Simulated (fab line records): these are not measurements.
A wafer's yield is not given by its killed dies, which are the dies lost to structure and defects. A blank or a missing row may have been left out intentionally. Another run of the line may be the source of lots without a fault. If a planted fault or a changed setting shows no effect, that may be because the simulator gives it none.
A single fault, viewed from 2 desks :: flow sky130 :: each desk holds nothing but its own numbers, with what lay behind them at the end

## TOOL OWNER'S DESK, pecvd-03
The tool's own readings at SKY_PASSIVATION_CVD_00 (deposits SiO2, target thk 90 nm): means of the sampled wafers that have a number, for each lot that ran on this tool. Marked OUT: a lot whose mean sits more than 4 standard deviations from the usual mean, which makes it out of limits; the brackets give that distance.
Columns: A = heater-power-outer-w at SKY_PASSIVATION_CVD_00, usual 374 W; B = heater-power-w at SKY_PASSIVATION_CVD_00, usual 652 W
lot: L398
first seen here: day 45 03:37
A: 371
B: 670

lot: L402
first seen here: day 46 00:53
A: 331
B: 595

lot: L403
first seen here: day 46 08:32
A: 373
B: 672
This desk found nothing out of limits on any of the 3 lots.

## FROM THE METROLOGY DESK
Lot by lot, what the gauges showed, no matter which tool ran the lot: averages of those sampled wafers that carry a number. Marked OUT: a lot whose mean sits more than 4 standard deviations from the usual mean, which makes it out of limits; the brackets give that distance.
Columns: A = VIA3_HDPCVD_THK at SKY_VIA3_THK_MEAS_01, usual 1642 nm; B = METAL5_ALCU_THK at SKY_METAL5_THK_MEAS_06, usual 1159 nm
lot: L395
first seen here: day 38 13:08
A: 1656
B: 1165

lot: L396
first seen here: day 39 00:59
A: 1652
B: 1158

lot: L398
first seen here: day 40 01:19
A: 1658
B: 1138

lot: L400
first seen here: day 40 16:26
A: 1624
B: 1178

lot: L402
first seen here: day 41 01:31
A: 1630
B: 1148

lot: L404
first seen here: day 41 10:47
A: 1635
B: 1155

lot: L403
first seen here: day 41 11:43
A: 1647
B: 1161

lot: L405
first seen here: day 41 18:20
A: 1660
B: 1167

lot: L406
first seen here: day 42 02:50
A: 1656
B: 1157

lot: L407
first seen here: day 43 02:09
A: 1632
B: 1169

lot: L411
first seen here: day 43 14:56
A: 1661
B: 1159

lot: L412
first seen here: day 43 22:39
A: 1625
B: 1177

lot: L415
first seen here: day 44 11:16
A: 1668
B: 1161

lot: L417
first seen here: day 45 08:06
A: 1638
B: 1168
This desk found nothing out of limits on any of the 14 lots.

## TAKEN TOGETHER
The desk of the tool owner found nothing out of limits.
Nothing out of limits was seen by the metrology desk.

## WHAT HAD BEEN PUT IN BY THE SIMULATOR
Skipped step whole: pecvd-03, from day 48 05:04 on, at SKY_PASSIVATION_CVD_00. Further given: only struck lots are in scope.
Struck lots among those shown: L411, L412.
